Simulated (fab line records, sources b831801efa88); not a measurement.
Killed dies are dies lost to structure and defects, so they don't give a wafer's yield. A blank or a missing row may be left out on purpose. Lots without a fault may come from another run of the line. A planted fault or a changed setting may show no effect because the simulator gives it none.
One fault seen from 2 desks | flow sky130 | each desk has only its own numbers; what lay behind them comes last

THE METROLOGY DESK
What the gauges read, lot by lot, whatever tool the lot ran on: means of the sampled wafers that have a number. A lot is out of limits, marked OUT, if its mean lies more than 4 standard deviations from the usual mean; the brackets give that distance.
Columns: A = GATE_OXIDE_TW at SKY_GATE_OXIDE_TW_MEAS_14, usual 222.9; B = POLY_GATE_CVD_00_THK at SKY_POLY_GATE_THK_MEAS_01, usual 180.4 nm; C = LDD_N_TW at SKY_LDD_N_TW_MEAS_17, usual 2579
lot  | first seen here | A     | B     | C
L239 | day 14 03:54    | 224.5 | 181.7 | 2590
L240 | day 14 12:32    | 221.5 | 179.2 | 2583
L243 | day 15 08:43    | 224.8 | 180.3 | 2564
L249 | day 17 16:32    | 220.6 | 178.5 | 2442 (-5.5) OUT
L250 | day 17 23:57    | 221.7 | 178.6 | 2565
L252 | day 18 21:38    | 225.9 | 182.1 | 2495
L254 | day 19 04:20    | 222.0 | 177.4 | 2600
L255 | day 19 23:24    | 221.2 | 179.9 | 2567
L259 | day 21 00:21    | 221.7 | 181.0 | 2557
L261 | day 21 16:00    | 226.1 | 180.7 | 2544
L262 | day 21 20:14    | 221.7 | 179.4 | 2569
This desk's finding: out of limits on L249; first on L249, day 21 22:34 (LDD_N_TW at SKY_LDD_N_TW_MEAS_17). In limits: L239, L240, L243, L250, L252, L254, L255, L259, L261, L262.

THE TOOL OWNER'S DESK: implanter-02
The tool's own readings at SKY_LDD_N_IMPLANT_09: means of the sampled wafers that have a number, for each lot that ran on this tool. A lot is out of limits, marked OUT, if its mean lies more than 4 standard deviations from the usual mean; the brackets give that distance.
Columns: A = dose_ions_cm2 at SKY_LDD_N_IMPLANT_09, usual 7.5e+13; B = faraday_current_uA at SKY_LDD_N_IMPLANT_09, usual 424
lot  | first seen here | A                         | B
L249 | day 21 21:25    | 1.2e+13 (-99 or more) OUT | 70 (-43) OUT
L252 | day 23 02:02    | 1.2e+13 (-99 or more) OUT | 70 (-43) OUT
L261 | day 25 16:25    | 7.5e+13                   | 423
L262 | day 25 23:26    | 7.5e+13                   | 434
This desk's finding: out of limits on L249, L252; first on L249, day 21 21:25 (dose_ions_cm2 at SKY_LDD_N_IMPLANT_09). In limits: L261, L262.

PUT TOGETHER
The tool owner's desk could have raised an alarm at day 21 21:25, on L249, L252.
The metrology desk could have raised an alarm at day 21 22:34, on L249.
The metrology desk has L252 on record, within its limits.
Of the lots named, all ran SKY_LDD_N_IMPLANT_09 on implanter-02.

WHAT THE SIMULATOR HAD PUT IN
Process parameter drift: implanter-02, from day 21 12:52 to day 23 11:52, at SKY_LDD_N_IMPLANT_09. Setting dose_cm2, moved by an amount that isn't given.
Lots struck among those shown: L249, L252.
Hours from the fault's start to each desk's first reading out of limits: the tool owner's desk, 9; the metrology desk, 10.
